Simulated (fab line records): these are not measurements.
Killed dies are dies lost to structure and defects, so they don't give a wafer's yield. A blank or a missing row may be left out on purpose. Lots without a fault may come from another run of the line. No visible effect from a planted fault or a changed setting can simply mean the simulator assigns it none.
What tool caused it?    flow sky130    36 wafers from 12 lots sampled at 4 of the route's 708 steps

## WHAT THE GAUGES READ, wafer by wafer
SKY_FIELD_ISO_CD_MEAS_13: the cd target is 150 nm. Usual: cdNm at 149.8 nm, with a standard deviation of 1.6.
lot   measured     on        cdNm (nm)          flag
L299  day 2 06:05  cdSem-01  149.4 149.5 149.2  
L300  day 2 08:59  cdSem-01  150.0 148.8 148.6  
L301  day 2 16:57  cdSem-02  149.0 149.0 150.1  
L303  day 3 01:59  cdSem-01  149.2 150.4 150.0  
L304  day 3 06:36  cdSem-02  151.0 151.6 148.6  
L307  day 3 22:50  cdSem-01  151.4 151.4 151.3  
L310  day 4 16:14  cdSem-02  148.4 148.0 149.5  
L311  day 4 19:59  cdSem-02  150.8 151.1 150.2  
L315  day 5 15:52  cdSem-01  151.0 149.7 151.6  
L316  day 5 21:11  cdSem-01  151.0 152.8 151.3  
L320  day 6 17:44  cdSem-01  148.5 148.4 147.4  
L322  day 7 06:14  cdSem-02  148.6 148.7 148.0  

SKY_FIELD_ISO_THK_MEAS_23. Usual: FIELD_ISO_OXIDATION_01_THK 10.02 nm, standard deviation 0.24.
lot   measured     on            FIELD_ISO_OXIDATION_01_THK (nm)  flag
L299  day 2 08:55  filmMetro-03  9.98 10.02 10.06                 
L300  day 2 10:47  filmMetro-03  10.34 10.12 10.11                
L301  day 2 19:03  filmMetro-04  10.17 10.02 10.13                
L303  day 3 04:27  filmMetro-02  10.49 10.34 10.38                
L304  day 3 13:23  filmMetro-02  10.19 10.28 10.23                
L307  day 4 01:55  filmMetro-04  10.40 10.32 10.20                
L310  day 4 18:05  filmMetro-04  9.81 9.74 9.88                   
L311  day 4 22:13  filmMetro-03  10.04 9.86 10.00                 
L315  day 5 20:20  filmMetro-04  10.07 9.77 9.81                  
L316  day 6 00:26  filmMetro-02  9.56 9.62 9.62                   
L320  day 6 19:45  filmMetro-03  10.16 10.41 10.27                
L322  day 7 08:02  filmMetro-04  10.10 10.00 10.09                

SKY_FIELD_ISO_THK_MEAS_25. Usual: FIELD_ISO_CVD_24_THK 597 nm, standard deviation 6.
lot   measured     on            FIELD_ISO_CVD_24_THK (nm)  flag
L299  day 2 09:02  filmMetro-02  592 590 591                
L300  day 2 10:56  filmMetro-04  605 612 600                
L301  day 2 19:11  filmMetro-02  591 599 600                
L303  day 3 04:35  filmMetro-02  595 590 592                
L304  day 3 13:31  filmMetro-04  597 592 603                
L307  day 4 02:03  filmMetro-03  601 593 599                
L310  day 4 18:13  filmMetro-03  593 586 593                
L311  day 4 22:22  filmMetro-04  608 600 607                
L315  day 5 20:28  filmMetro-04  783 782 774                OFF
L316  day 6 00:35  filmMetro-04  782 775 774                OFF
L320  day 6 19:53  filmMetro-03  603 608 606                
L322  day 7 08:10  filmMetro-04  596 602 606                

## WHICH TOOL RAN EACH LOT (tool, then ch and the chambers of the sampled wafers, then the start)
lot   SKY_FIELD_ISO_CVD_24
L299  hdpcvd-02 ch 1,2, day 2 08:58
L300  hdpcvd-01 ch 1,2, day 2 10:50
L301  hdpcvd-01 ch 0,1,2, day 2 19:07
L303  hdpcvd-01 ch 0,1,2, day 3 04:30
L304  hdpcvd-01 ch 0,1,2, day 3 13:27
L307  hdpcvd-02 ch 0,1, day 4 01:58
L310  hdpcvd-01 ch 0,2, day 4 18:07
L311  hdpcvd-02 ch 0,1, day 4 22:16
L315  hdpcvd-01 ch 0,2, day 5 20:23
L316  hdpcvd-01 ch 0,1,2, day 6 00:31
L320  hdpcvd-02 ch 0,1,2, day 6 19:49
L322  hdpcvd-02 ch 1,2, day 7 08:05
- SKY_FIELD_ISO_CVD_24: deposits SiO2, target thk 595 nm, time 99.2 s.

## AS READ BY THE TOOLS THEMSELVES (means over the sampled wafers that have a number; for cases with no such wafer, the mark the record gives instead)
SKY_FIELD_ISO_CVD_24. Usual: sih4FlowSccm at 59.98 sccm, with a standard deviation of 0.17.
lot   tool       sih4FlowSccm (sccm)  flag
L299  hdpcvd-02  60.14                
L300  hdpcvd-01  60.22                
L301  hdpcvd-01  59.99                
L303  hdpcvd-01  60.07                
L304  hdpcvd-01  59.96                
L307  hdpcvd-02  59.96                
L310  hdpcvd-01  60.03                
L311  hdpcvd-02  59.88                
L315  hdpcvd-01  59.97                
L316  hdpcvd-01  59.87                
L320  hdpcvd-02  60.00                
L322  hdpcvd-02  59.98                

## THE ANSWER, worked out from the rows above alone
Rule: a lot counts as off when the mean over its wafers that have a number is more than 3 standard deviations away from the usual mean. Also off: a lot with no number at a reading for which 4 or more lots have one. Any other lot the step has rows for is counted as sound. First the gauges in route order, then the tools' own readings, where a lot's mean is used as printed above. At the first step where some lot is off, the reading lying furthest off is the one used; lots without a number count as furthest.
Off: at SKY_FIELD_ISO_THK_MEAS_25 (FIELD_ISO_CVD_24_THK), L315, L316.
If a tool, at a process step before that reading, ran all the lots that are off and no sound lot after the first of them, it fits. Those tools and the gauges at SKY_FIELD_ISO_THK_MEAS_25 are tried in the same way. One candidate fits, namely hdpcvd-01 at SKY_FIELD_ISO_CVD_24. A fault onset in the window from L310 (day 4 18:07, its last sound lot) to L315 (day 5 20:23, its first lot off) fits.

## WHAT THE SIMULATOR PUT IN
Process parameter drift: hdpcvd-01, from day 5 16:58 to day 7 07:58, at SKY_FIELD_ISO_CVD_24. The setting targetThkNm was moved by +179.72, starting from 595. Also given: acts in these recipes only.
Shown lots that were struck: L315, L316. This agrees with what the rule above found.
